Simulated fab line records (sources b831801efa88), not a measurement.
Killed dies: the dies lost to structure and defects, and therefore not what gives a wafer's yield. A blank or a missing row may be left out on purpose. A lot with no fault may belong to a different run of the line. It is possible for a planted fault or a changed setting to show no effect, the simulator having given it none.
Which of the tools did it? + flow sky130 + Sampling: 11 lots, 33 wafers, 5 of 708 route steps

== WHAT THE GAUGES SHOWED, per wafer ==
SKY_LDD_HVP_OVL_MEAS_07. Usual: LDD_HVP_OVL -1.0 nm, standard deviation 1.2.
| lot  | measured     | on         | LDD_HVP_OVL (nm) | flag |
|------|--------------|------------|------------------|------|
| L648 | day 23 01:31 | overlay-01 | -0.1 -1.7 -1.5   |      |
| L649 | day 23 05:58 | overlay-02 | -2.0 -3.2 -1.8   |      |
| L651 | day 23 16:26 | overlay-01 | -1.8 -2.7 -2.8   |      |
| L650 | day 23 20:02 | overlay-02 | -1.6 -0.8 -1.4   |      |
| L653 | day 24 15:19 | overlay-01 | 0.4 -0.9 -2.0    |      |
| L658 | day 26 09:35 | overlay-01 | 1.4 0.9 2.0      |      |
| L661 | day 27 12:26 | overlay-01 | -0.7 -0.4 0.4    |      |
| L662 | day 27 22:01 | overlay-01 | -1.2 1.1 0.4     |      |
| L664 | day 28 07:57 | overlay-01 | -2.4 -0.8 -0.9   |      |
| L668 | day 29 05:41 | overlay-02 | -0.5 -0.6 -1.9   |      |
| L671 | day 30 04:46 | overlay-01 | -0.8 -2.2 -0.7   |      |

SKY_SD_P_OVL_MEAS_08. Usual: SD_P_OVL -1.8 nm, standard deviation 1.2.
| lot  | measured     | on         | SD_P_OVL (nm)     | flag |
|------|--------------|------------|-------------------|------|
| L648 | day 26 21:14 | overlay-02 | -3.8 -2.7 -3.6    |      |
| L649 | day 27 00:55 | overlay-01 | -1.8 -1.9 -2.4    |      |
| L651 | day 27 12:23 | overlay-01 | -0.7 -1.9 -1.0    |      |
| L650 | day 27 15:57 | overlay-01 | -2.1 -0.9 -1.8    |      |
| L653 | day 28 10:47 | overlay-01 | -1.4 -1.8 -0.8    |      |
| L658 | day 30 03:47 | overlay-01 | -0.2 -0.3 -0.8    |      |
| L661 | day 31 04:48 | overlay-02 | -51.1 -51.4 -51.2 | OFF  |
| L662 | day 31 14:53 | overlay-02 | -52.4 -52.4 -51.9 | OFF  |
| L664 | day 31 21:57 | overlay-01 | -4.7 -3.1 -3.6    |      |
| L668 | day 32 23:11 | overlay-02 | -2.6 -0.2 -3.0    |      |
| L671 | day 33 20:50 | overlay-01 | -0.6 0.3 -1.6     |      |

== WHAT TOOL EACH LOT RAN ON (gives the tool, then ch and the chambers of the sampled wafers, and finally the start) ==
| lot  | SKY_POLY_CUT_ETCH_11               | SKY_POLY_CUT_STRIP_12                | SKY_SD_P_EXPOSE_04                  |
|------|------------------------------------|--------------------------------------|-------------------------------------|
| L648 | rie-diel-03 ch 0,2,3, day 25 16:14 | plasma-asher-03 ch 0,1, day 25 16:16 | iline-stepper-01 ch 0, day 26 06:53 |
| L649 | rie-diel-04 ch 0,2,3, day 25 19:45 | plasma-asher-03 ch 0,1, day 25 19:50 | iline-stepper-02 ch 0, day 26 09:58 |
| L651 | rie-diel-01 ch 0,1,3, day 26 07:23 | plasma-asher-03 ch 0,1, day 26 07:25 | iline-stepper-02 ch 0, day 26 21:43 |
| L650 | rie-diel-04 ch 0,1, day 26 10:21   | plasma-asher-02 ch 0,1, day 26 10:23 | iline-stepper-01 ch 0, day 27 01:37 |
| L653 | rie-diel-01 ch 2,3, day 27 04:55   | plasma-asher-04 ch 0,1, day 27 04:58 | iline-stepper-02 ch 0, day 27 19:46 |
| L658 | rie-diel-03 ch 1,2,3, day 28 23:51 | plasma-asher-04 ch 0,1, day 28 23:53 | iline-stepper-02 ch 0, day 29 14:18 |
| L661 | rie-diel-03 ch 0,3, day 30 00:55   | plasma-asher-04 ch 0,1, day 30 00:58 | iline-stepper-01 ch 0, day 30 14:37 |
| L662 | rie-diel-03 ch 0,2,3, day 30 09:45 | plasma-asher-04 ch 0,1, day 30 09:47 | iline-stepper-01 ch 0, day 31 00:52 |
| L664 | rie-diel-04 ch 0,2,3, day 30 19:01 | plasma-asher-02 ch 0,1, day 30 19:05 | iline-stepper-02 ch 0, day 31 09:22 |
| L668 | rie-diel-01 ch 0,2, day 31 18:07   | plasma-asher-03 ch 1, day 31 18:10   | iline-stepper-02 ch 0, day 32 09:20 |
| L671 | rie-diel-01 ch 0,1,2, day 32 17:47 | plasma-asher-03 ch 0,1, day 32 17:49 | iline-stepper-02 ch 0, day 33 07:05 |
- SKY_POLY_CUT_ETCH_11: etches Si3N4 in CF4/CH2F2/Ar, stops on poly-Si, time 42.5 s, target depth 60 nm.
- SKY_POLY_CUT_STRIP_12: strips in O2/N2.
- SKY_SD_P_EXPOSE_04: exposes mask PSDM, target cd 380 nm.

== WHAT THE TOOLS THEMSELVES READ (means of the sampled wafers that have a number; where no wafer has one, the mark that the record gives instead) ==
SKY_POLY_CUT_ETCH_11. Usual: chamber-pressure-mTorr 40.00 mTorr, standard deviation 0.036; drypump-motor-current-A 5.8 A, standard deviation 0.36; mfc-ar-sccm 150.0 sccm, standard deviation 0.46; oes-product-au 0.827 a.u., standard deviation 0.0058; throttle-valve-pct 14.994 %, standard deviation 0.0094.
| lot  | tool        | chamber-pressure-mTorr (mTorr) | drypump-motor-current-A (A) | mfc-ar-sccm (sccm) | oes-product-au (a.u.) | throttle-valve-pct (%) | flag |
|------|-------------|--------------------------------|-----------------------------|--------------------|-----------------------|------------------------|------|
| L648 | rie-diel-03 | 40.00                          | 5.7                         | 149.6              | 0.826                 | 14.991                 |      |
| L649 | rie-diel-04 | 40.00                          | 5.5                         | 150.4              | 0.831                 | 14.987                 |      |
| L651 | rie-diel-01 | 40.00                          | 5.8                         | 150.4              | 0.824                 | 14.992                 |      |
| L650 | rie-diel-04 | 39.99                          | 5.6                         | 150.2              | 0.825                 | 15.000                 |      |
| L653 | rie-diel-01 | 39.98                          | 5.6                         | 149.9              | 0.817                 | 14.996                 |      |
| L658 | rie-diel-03 | 40.01                          | 5.8                         | 150.1              | 0.827                 | 14.985                 |      |
| L661 | rie-diel-03 | 40.01                          | 5.9                         | 150.5              | 0.822                 | 14.991                 |      |
| L662 | rie-diel-03 | 40.03                          | 5.7                         | 150.0              | 0.822                 | 14.998                 |      |
| L664 | rie-diel-04 | 40.01                          | 5.5                         | 150.0              | 0.829                 | 15.000                 |      |
| L668 | rie-diel-01 | 40.02                          | 6.0                         | 149.8              | 0.834                 | 14.998                 |      |
| L671 | rie-diel-01 | 39.99                          | 6.1                         | 150.4              | 0.835                 | 14.990                 |      |

SKY_POLY_CUT_STRIP_12. Usual: chamber-pressure-mTorr 1499.8 mTorr, standard deviation 1.3; drypump-motor-current-A 6.3 A, standard deviation 0.4; oes-product-au 0.452 a.u., standard deviation 0.0044; strip-time-to-endpoint-s 5.352 s, standard deviation 0.017.
| lot  | tool            | chamber-pressure-mTorr (mTorr) | drypump-motor-current-A (A) | oes-product-au (a.u.) | strip-time-to-endpoint-s (s) | flag |
|------|-----------------|--------------------------------|-----------------------------|-----------------------|------------------------------|------|
| L648 | plasma-asher-03 | 1499.5                         | 6.2                         | 0.451                 | 5.321                        |      |
| L649 | plasma-asher-03 | 1500.5                         | 6.5                         | 0.453                 | 5.348                        |      |
| L651 | plasma-asher-03 | 1501.3                         | 6.2                         | 0.452                 | 5.339                        |      |
| L650 | plasma-asher-02 | 1500.5                         | 5.7                         | 0.456                 | 5.371                        |      |
| L653 | plasma-asher-04 | 1497.9                         | 6.4                         | 0.451                 | 5.379                        |      |
| L658 | plasma-asher-04 | 1500.0                         | 6.4                         | 0.448                 | 5.338                        |      |
| L661 | plasma-asher-04 | 1500.4                         | 6.4                         | 0.450                 | 5.352                        |      |
| L662 | plasma-asher-04 | 1500.8                         | 6.4                         | 0.454                 | 5.349                        |      |
| L664 | plasma-asher-02 | 1498.8                         | 5.7                         | 0.452                 | 5.351                        |      |
| L668 | plasma-asher-03 | 1499.9                         | 6.8                         | 0.452                 | 5.365                        |      |
| L671 | plasma-asher-03 | 1500.2                         | 6.2                         | 0.451                 | 5.361                        |      |

SKY_SD_P_EXPOSE_04. Usual: exposure-dose-mJ-cm2 reads 137.98 (standard deviation 0.15).
| lot  | tool             | exposure-dose-mJ-cm2 | flag |
|------|------------------|----------------------|------|
| L648 | iline-stepper-01 | 138.00               |      |
| L649 | iline-stepper-02 | 137.93               |      |
| L651 | iline-stepper-02 | 137.88               |      |
| L650 | iline-stepper-01 | 137.96               |      |
| L653 | iline-stepper-02 | 137.68               |      |
| L658 | iline-stepper-02 | 138.00               |      |
| L661 | iline-stepper-01 | 137.79               |      |
| L662 | iline-stepper-01 | 138.09               |      |
| L664 | iline-stepper-02 | 138.00               |      |
| L668 | iline-stepper-02 | 138.15               |      |
| L671 | iline-stepper-02 | 137.70               |      |

== THE ANSWER, worked out from the rows above alone ==
Rule: a lot is off if the mean of its wafers that have a number lies more than 3 standard deviations from the usual mean. A lot without any number at a reading at which 4 lots or more have one is off too. Any other lot the step has rows for is counted as sound. First the gauges in route order, then the tools' own readings, where a lot's mean is used as printed above. At the first step where some lot is off, the reading lying furthest off is the one used; lots without a number count as furthest.
Off: L661, L662, at SKY_SD_P_OVL_MEAS_08 (SD_P_OVL).
If a tool, at a process step before that reading, ran all the lots that are off and no sound lot after the first of them, it fits. Gauges at SKY_SD_P_OVL_MEAS_08: tried the same way as those tools. Can't be told from this: 3 tools fit, rie-diel-03 at SKY_POLY_CUT_ETCH_11, plasma-asher-04 at SKY_POLY_CUT_STRIP_12, iline-stepper-01 at SKY_SD_P_EXPOSE_04.

== WHAT THE SIMULATOR PUT IN ==
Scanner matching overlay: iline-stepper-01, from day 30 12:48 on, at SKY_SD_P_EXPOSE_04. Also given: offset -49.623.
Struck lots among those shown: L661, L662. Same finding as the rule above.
